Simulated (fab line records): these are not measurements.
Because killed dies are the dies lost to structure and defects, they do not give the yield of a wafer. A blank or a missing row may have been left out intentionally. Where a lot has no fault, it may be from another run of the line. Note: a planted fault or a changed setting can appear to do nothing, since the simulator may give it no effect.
fab line records	flow sky130
[record] lots = 12	wafers = 34	lastDay = 49
route steps=708 shown VIA2@527 CAPM@551 METAL3@566 PAD_OPEN@708
lots with no fault: from the same line, run without faults
startH: start of the lot's first displayed wafer, in hours after the record's first day	waitH: hours elapsed since this lot's preceding step	" unchanged from the row above	L1.1+2: one row covering several wafers at once	- no value, or no start given	* or withheld: withheld	< > ~ a bound
route shown NAME@n: NAME is a module with steps in the file, n the number in the route of the first one	usual: average and standard deviation across the fault-free wafers	same: alike in all rows	chamber/n: place in a boat	sites: per-site readings	_std_site: standard deviation across them	_edge_site: outer sites' mean less inner sites'	radiusMm: for every site, how far away it sits from the centre of the wafer	mask NAME#n: copy n	behind: the last tool/chamber to shape the wafer	hold: what put the lot on hold/how long, in hours/how the hold closed	device: transistor that didn't switch, given as n, p or np	end of line: at the end of the route, the tests of the same wafers	where a step has no rows: the recipe by itself	killed: not the wafer's yield, but the dies lost to structure and defects at the first sort	map: per-die view of a wafer (x killed, . not killed, _ where there is no die)
set.NAME: setting as actually run; set.NAME@STEP: the setting as run at that earlier step	model.NAME: the simulator's own value behind a step, which no gauge read
route steps across a sampled set of lots; one table per step, one row per wafer
services: a tool's chamber out of use, with start hour (startH, from the record's first day; less than 0 if before it), hours out, and reason
[[steps]]
[step SKY_VIA2_SPUTTER_20]
[recipe] material = TiN	targetThkNm = 20	chamberPressurePa = 5	powerW = 4000	timeS = 80
[usual] throttleValvePct = 30.0/1
lot.wafer	tool	chamber	startH	waitH	throttleValvePct
L679.1	pvdSputter-03	-	842.03	0.0	29.9
L679.4	"	-	"	"	29.5
L679.6	"	-	"	"	29.6
L680.3	pvdSputter-04	-	855.21	0.0	32.1
L680.5	"	-	"	"	29.9
L680.6	"	-	"	"	30.8
L682.1	pvdSputter-02	-	869.48	0.0	32.0
L682.4	"	-	"	"	29.3
L682.5	"	-	"	"	29.7
L684.1	pvdSputter-02	-	888.35	0.0	32.1
L684.3	"	-	"	"	29.9
L684.4	"	-	"	"	29.6
L687.1	pvdSputter-03	-	904.77	0.0	28.9
L687.4	"	-	"	"	28.4
L687.5	"	-	"	"	29.8
L688.1	pvdSputter-04	-	914.07	0.0	32.2
L688.3	"	-	"	"	30.6
L688.6	"	-	"	"	29.9
L690.1	pvdSputter-03	-	929.54	0.0	29.8
L690.2	"	-	"	"	29.2
L690.4	"	-	"	"	28.5
L691.2	pvdSputter-04	-	941.62	0.0	29.9
L691.3	"	-	"	"	30.8
L691.5	"	-	"	"	30.1
L692.1	pvdSputter-03	-	949.79	0.0	30.2
L692.2	"	-	"	"	28.1
L692.3	"	-	"	"	29.5
L694.2	pvdSputter-04	-	963.01	0.0	29.9
L694.4	"	-	"	"	30.2
L694.5	"	-	"	"	30.1
L696.5	pvdSputter-03	-	971.87	0.0	28.9
L696.6	"	-	"	"	29.5
L698.1	pvdSputter-04	-	981.44	0.0	30.0
L698.5	"	-	"	"	30.0
[step SKY_CAPM_STRIP_14]
[recipe] chemistry = O2/N2	powerW = 1400	pressureMtorr = 1500	platenTempC = withheld	o2FlowSccm = 3000	n2FlowSccm = 300	overashFraction = 0.5
[usual] drypumpMotorCurrentA = 5.84/0.16	n2FlowSccm = 299.9/0.86	oesProductAu = 0.710/0.0044	stripTimeToEndpointS = 12.66/0.046
lot.wafer	tool	chamber	startH	waitH	drypumpMotorCurrentA	n2FlowSccm	oesProductAu	rfHoursCounterH	stripTimeToEndpointS
L679.1	plasmaAsher-03	1	869.29	0.1	5.64	300.6	0.709	42	12.56
L679.4	"	0	"	"	6.00	300.6	0.718	-	12.69
L679.6	"	0	"	"	5.97	300.9	0.710	-	12.64
L680.3	plasmaAsher-02	1	882.17	0.1	5.56	301.3	0.712	-	12.64
L680.5	"	1	"	"	5.60	301.6	0.715	-	12.60
L680.6	"	0	"	"	6.01	298.5	0.714	-	12.67
L682.1	plasmaAsher-03	1	895.48	0.1	5.67	301.0	0.715	45	12.64
L682.4	"	1	"	"	5.63	300.4	0.724	-	12.76
L682.5	"	0	"	"	5.98	299.8	0.714	-	12.79
L684.1	plasmaAsher-01	1	914.53	0.1	5.94	301.5	0.703	81	12.63
L684.3	"	1	"	"	5.94	300.5	0.704	-	12.64
L684.4	"	0	"	"	5.92	300.7	0.715	-	12.64
L687.1	plasmaAsher-03	1	930.98	0.1	5.63	299.7	0.713	48	12.68
L687.4	"	1	"	"	5.67	300.7	0.711	-	12.72
L687.5	"	1	"	"	5.64	299.8	0.710	-	12.71
L688.1	plasmaAsher-03	1	945.18	0.1	5.67	301.3	0.719	49	12.64
L688.3	"	0	"	"	6.00	298.6	0.709	-	12.61
L688.6	"	0	"	"	5.99	299.4	0.712	-	12.61
L690.1	plasmaAsher-01	1	954.83	0.1	5.92	299.6	0.708	85	12.67
L690.2	"	0	"	"	5.91	298.3	0.717	85	12.61
L690.4	"	1	"	"	5.92	299.7	0.706	-	12.66
L691.2	plasmaAsher-01	1	965.94	0.1	5.91	298.2	0.709	86	12.67
L691.3	"	1	"	"	5.92	299.3	0.711	-	12.71
L691.5	"	0	"	"	5.90	299.2	0.708	-	12.77
L692.1	plasmaAsher-02	1	974.09	0.1	5.58	298.9	0.712	113	12.70
L692.2	"	0	"	"	5.99	299.1	0.712	113	12.64
L692.3	"	0	"	"	5.97	297.4	0.706	-	12.63
L694.2	plasmaAsher-03	0	987.45	0.1	5.97	299.9	0.705	54	12.68
L694.4	"	1	"	"	5.66	299.7	0.714	-	12.71
L694.5	"	0	"	"	5.99	300.0	0.719	-	12.62
L696.5	plasmaAsher-02	0	996.22	0.1	5.99	301.2	0.712	-	12.59
L696.6	"	1	"	"	5.58	298.9	0.708	-	12.66
L698.1	plasmaAsher-01	0	1006.19	0.1	5.90	299.6	0.710	90	12.67
L698.5	"	1	"	"	5.91	299.0	0.704	-	12.68
[step SKY_METAL3_ETCH_16]
[recipe] chemistry = N2/H2	target = BARC	ionEnergyEv = 200	biasW = 100	pressureMtorr = 30	n2FlowSccm = 100	h2FlowSccm = 200	icpW = 500	stopOn = SiO2	timeS = 88.2	targetDepthA = 600
[usual] biasW = 100.1/0.31	drypumpMotorCurrentA = 5.56/0.19	n2FlowSccm = 100.01/0.28	oesProductAu = 0.626/0.0047	runLengthS = 116.33/0.3	throttleValvePct = 13.206/0.0085
lot.wafer	tool	chamber	startH	waitH	biasW	drypumpMotorCurrentA	n2FlowSccm	oesProductAu	rfHoursCounterH	runLengthS	throttleValvePct
L679.1	rieMetal-01	1	895.71	0.0	100.2	5.84	100.24	0.627	15	116.42	13.204
L679.4	"	1	"	"	100.3	5.84	100.19	0.629	-	116.47	13.214
L679.6	"	0	"	"	99.6	5.50	100.13	0.626	-	116.06	13.209
L680.3	rieMetal-01	0	908.10	0.1	100.1	5.51	99.82	0.633	-	116.08	13.210
L680.5	"	0	"	"	100.1	5.52	100.33	0.629	-	116.13	13.204
L680.6	"	0	"	"	100.3	5.52	100.13	0.633	-	116.19	13.200
L682.1	rieMetal-01	0	921.05	0.1	100.2	5.51	100.10	0.621	11	116.42	13.214
L682.4	"	0	"	"	100.0	5.50	99.51	0.624	-	116.49	13.212
L682.5	"	0	"	"	100.3	5.50	99.77	0.630	-	116.46	13.209
L684.1	rieMetal-04	1	939.81	0.0	100.0	5.40	100.56	0.628	7	116.54	13.208
L684.3	"	0	"	"	99.7	5.76	99.95	0.622	-	116.19	13.204
L684.4	"	1	"	"	100.2	5.40	99.85	0.628	-	116.52	13.203
L687.1	rieMetal-04	1	955.91	0.0	100.2	5.46	100.10	0.619	7	116.14	13.210
L687.4	"	1	"	"	100.3	5.43	99.79	0.634	-	116.38	13.206
L687.5	"	1	"	"	100.6	5.44	100.40	0.627	-	116.77	13.216
L688.1	rieMetal-01	0	970.40	0.0	100.6	5.51	99.92	0.633	13	116.71	13.198
L688.3	"	1	"	"	99.9	5.79	99.83	0.638	-	116.52	13.204
L688.6	"	0	"	"	100.3	5.49	100.30	0.622	-	115.98	13.199
L690.1	rieMetal-04	1	979.21	0.0	100.5	5.44	100.13	0.626	9	116.38	13.211
L690.2	"	0	"	"	100.2	5.74	99.94	0.620	11	115.86	13.219
L690.4	"	1	"	"	100.3	5.43	100.38	0.632	-	116.61	13.208
L691.2	rieMetal-02	1	990.35	0.0	99.8	5.60	99.87	0.629	11	116.38	13.216
L691.3	"	1	"	"	99.9	5.58	100.31	0.629	-	116.39	13.215
L691.5	"	0	"	"	99.9	5.15	99.76	0.632	-	115.95	13.191
L692.1	rieMetal-01	1	998.90	0.0	100.6	5.85	99.93	0.629	4	116.64	13.217
L692.2	"	0	"	"	99.9	5.50	99.88	0.629	14	116.01	13.209
L692.3	"	0	"	"	100.3	5.50	99.44	0.621	-	116.35	13.191
L694.2	rieMetal-01	1	1012.11	0.0	99.8	5.80	99.90	0.628	5	116.79	13.202
L694.4	"	0	"	"	99.7	5.53	99.50	0.624	-	116.23	13.212
L694.5	"	1	"	"	-	5.81	100.08	0.638	-	113.56	13.213
L696.5	rieMetal-01	1	1020.27	0.1	-	5.81	100.02	0.650	-	113.23	13.209
L696.6	"	0	"	"	-	5.50	99.60	0.645	-	112.33	13.200
L698.1	rieMetal-01	1	1030.33	0.0	100.1	5.79	100.14	0.625	6	116.53	13.193
L698.5	"	1	"	"	-	5.81	100.18	0.641	-	112.77	13.197
[step SKY_METAL3_STRIP_19]
[recipe] chemistry = O2/N2	powerW = 1400	pressureMtorr = 1500	platenTempC = withheld	o2FlowSccm = 3000	n2FlowSccm = 300	overashFraction = 0.5
[usual] drypumpMotorCurrentA = 5.7/0.4	n2FlowSccm = 300.0/0.86	oesProductAu = 0.504/0.0056	stripTimeToEndpointS = 6.58/0.088
lot.wafer	tool	chamber	startH	waitH	drypumpMotorCurrentA	n2FlowSccm	oesProductAu	rfHoursCounterH	stripTimeToEndpointS
L679.1	plasmaAsher-04	0	896.00	0.1	4.8	301.5	0.505	15	6.69
L679.4	"	0	"	"	4.8	300.6	0.503	-	6.58
L679.6	"	0	"	"	4.8	300.0	0.505	-	6.52
L680.3	plasmaAsher-03	0	908.46	0.1	6.0	299.7	0.514	-	6.68
L680.5	"	0	"	"	6.0	301.0	0.501	-	6.53
L680.6	"	1	"	"	5.7	300.9	0.505	-	6.70
L682.1	plasmaAsher-01	1	921.45	0.1	5.9	300.5	0.504	82	6.67
L682.4	"	1	"	"	5.9	300.3	0.512	-	6.69
L682.5	"	1	"	"	5.9	299.9	0.502	-	6.62
L684.1	plasmaAsher-03	0	940.10	0.1	6.0	299.0	0.496	49	6.50
L684.3	"	0	"	"	6.0	299.1	0.506	-	6.61
L684.4	"	1	"	"	5.6	299.3	0.507	-	6.60
L687.1	plasmaAsher-03	1	956.20	0.1	5.7	300.8	0.502	50	6.65
L687.4	"	1	"	"	5.6	300.7	0.504	-	6.49
L687.5	"	0	"	"	6.0	300.1	0.507	-	6.65
L688.1	plasmaAsher-01	1	970.70	0.1	5.9	299.1	0.497	87	6.48
L688.3	"	0	"	"	5.9	300.0	0.508	-	6.55
L688.6	"	0	"	"	5.9	299.8	0.504	-	6.57
L690.1	plasmaAsher-03	1	979.51	0.1	5.6	300.8	0.504	53	6.61
L690.2	"	0	"	"	6.0	300.3	0.501	53	6.53
L690.4	"	0	"	"	6.0	301.5	0.508	-	6.54
L691.2	plasmaAsher-03	1	990.65	0.1	5.6	300.9	0.501	54	6.43
L691.3	"	0	"	"	6.0	299.5	0.499	-	6.57
L691.5	"	0	"	"	6.0	300.2	0.500	-	6.55
L692.1	plasmaAsher-03	0	999.37	0.3	6.0	299.9	0.506	55	6.50
L692.2	"	1	"	"	5.6	298.2	0.510	55	6.57
L692.3	"	0	"	"	6.0	300.2	0.505	-	6.57
L694.2	plasmaAsher-03	0	1012.40	0.1	6.0	299.7	0.500	57	6.61
L694.4	"	1	"	"	5.6	298.5	0.509	-	6.64
L694.5	"	0	"	"	6.0	300.5	0.506	-	6.65
L696.5	plasmaAsher-04	1	1020.57	0.1	5.9	300.3	0.508	-	6.46
L696.6	"	0	"	"	4.8	299.1	0.512	-	6.67
L698.1	plasmaAsher-03	1	1030.63	0.1	5.6	299.7	0.505	58	6.53
L698.5	"	1	"	"	5.6	299.3	0.496	-	6.56
[step SKY_PAD_OPEN_PROBE_99]
[usual] defectLimitedYield = 82.6/1.8	killed_at_M0_to_M3 = 43/6.4	killed_at_M4_up = 2.8/1.7	killedAtContacts = 24/5.5	killedAtFrontEnd = 15/4	killedAtOther = 0.3/0.54	killedDies = 86/9.1	killedOpen = 47/6.6	killedShort = 39/6.2	sort_bin_3_pad_short = 0.9/0.45	sort_bin_5_function = 10.4/1.4	sort_bin_6_memory = 6.2/1.1	sortNPass = 406/9.1	sortYieldPct = 82.6/1.8
[same] grossDies = 492	killedAtBackSide = 0	sort_bin_4_leakage[%] = 0	sort_bin_8_speed[%] = 0
lot.wafer	tool	chamber	startH	waitH	defectLimitedYield[%]	killed_at_M0_to_M3	killed_at_M4_up	killedAtContacts	killedAtFrontEnd	killedAtOther	killedDies	killedOpen	killedShort	sort_bin_3_pad_short[%]	sort_bin_5_function[%]	sort_bin_6_memory[%]	sortNPass	sortYieldPct[%]
L691.2	prober-02	-	1148.19	0.1	77.6	53	5	28	24	0	110	70	40	0.4	14.2	7.7	382	77.6
L691.3	prober-02	-	1148.24	0.2	83.1	43	3	24	13	0	83	43	40	1.2	10.4	5.3	409	83.1
L691.5	prober-02	-	1148.34	0.2	83.3	39	0	18	23	2	82	47	35	0.8	10.0	5.9	410	83.3
// killed by level:class
L691.2 VIA1:geometricParticle:open=14 CONTACT:geometricParticle:open=13 FIELD_ISO:geometricParticle:short=9 VIA3:geometricParticle:open=9 LI_CONTACT:geometricParticle:open=8 VIA2:geometricParticle:open=8 METAL2:geometricParticle:short=7 CONTACT:geometricParticle:short=5
L691.3 VIA1:geometricParticle:open=12 CONTACT:geometricParticle:open=7 VIA3:geometricParticle:short=7 CONTACT:geometricParticle:short=6 VIA3:geometricParticle:open=6 LI_CONTACT:geometricParticle:short=5 METAL1:geometricParticle:short=5 VIA2:geometricParticle:open=5
L691.5 VIA1:geometricParticle:open=11 VIA3:geometricParticle:open=9 POLY_GATE:geometricParticle:short=8 CONTACT:geometricParticle:open=6 VIA1:geometricParticle:short=6 LI_CONTACT:geometricParticle:open=5 FIELD_ISO:geometricParticle:open=4 FIELD_ISO:geometricParticle:short=4
[[services]]
tool	chamber	startH	hours	kind
plasmaAsher-02	-	835.28	1.9	repair
rieMetal-02	0	852.67	-	clean
rieMetal-02	0	852.67	26.0	scheduledDown
rieMetal-02	0	852.67	26.0	ventCycle
rieMetal-01	1	900.68	-	clean
rieMetal-01	1	900.68	21.6	scheduledDown
rieMetal-01	1	900.68	21.6	ventCycle
rieMetal-04	0	901.40	2.6	repair
rieMetal-04	1	919.18	1.1	repair
pvdSputter-03	-	964.99	3.3	repair
pvdSputter-04	-	970.30	1.8	repair
plasmaAsher-04	-	972.01	10.1	pm
rieMetal-01	0	978.41	13.1	repair
plasmaAsher-04	-	986.84	3.7	repair
plasmaAsher-04	-	988.01	4.1	repair
pvdSputter-02	-	994.26	3.7	repair
rieMetal-02	1	996.22	2.9	repair
pvdSputter-04	-	1020.62	3.2	repair
pvdSputter-03	-	1024.61	1.7	repair
[[key]]
[firstSign] step = SKY_METAL3_ETCH_16	reading = runLengthS	direction = down	sigmas = 11	usual = *	struck = *
[effect] step = SKY_METAL3_ETCH_16	reading = oesProductAu	direction = up	sigmas = 3.7	usual = 0.626	struck = 0.643
metAt SKY_METAL3_ETCH_16
struckLots L694,L696,L698
struckWafers L694.5,L696.5,L696.6,L698.5
sortLeftOut L696.5,L696.6,L698.5
notActingAt SKY_VIA2_SPUTTER_20,SKY_CAPM_STRIP_14,SKY_METAL3_STRIP_19
onsetBetween 998.90 1012.11
[fault] kind = processParameterDrift	tool = rieMetal-01	chamber = -	onsetH = 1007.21	steps = SKY_METAL3_ETCH_16	channel = timeS	offset = *	shape = step	endH = 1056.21	scope = struckWafersOnly	actsIn = *	stated = *
// sortLeftOut: the simulated sort isn't trusted on such a fault, so these wafers' sort isn't shown, and their yield isn't known
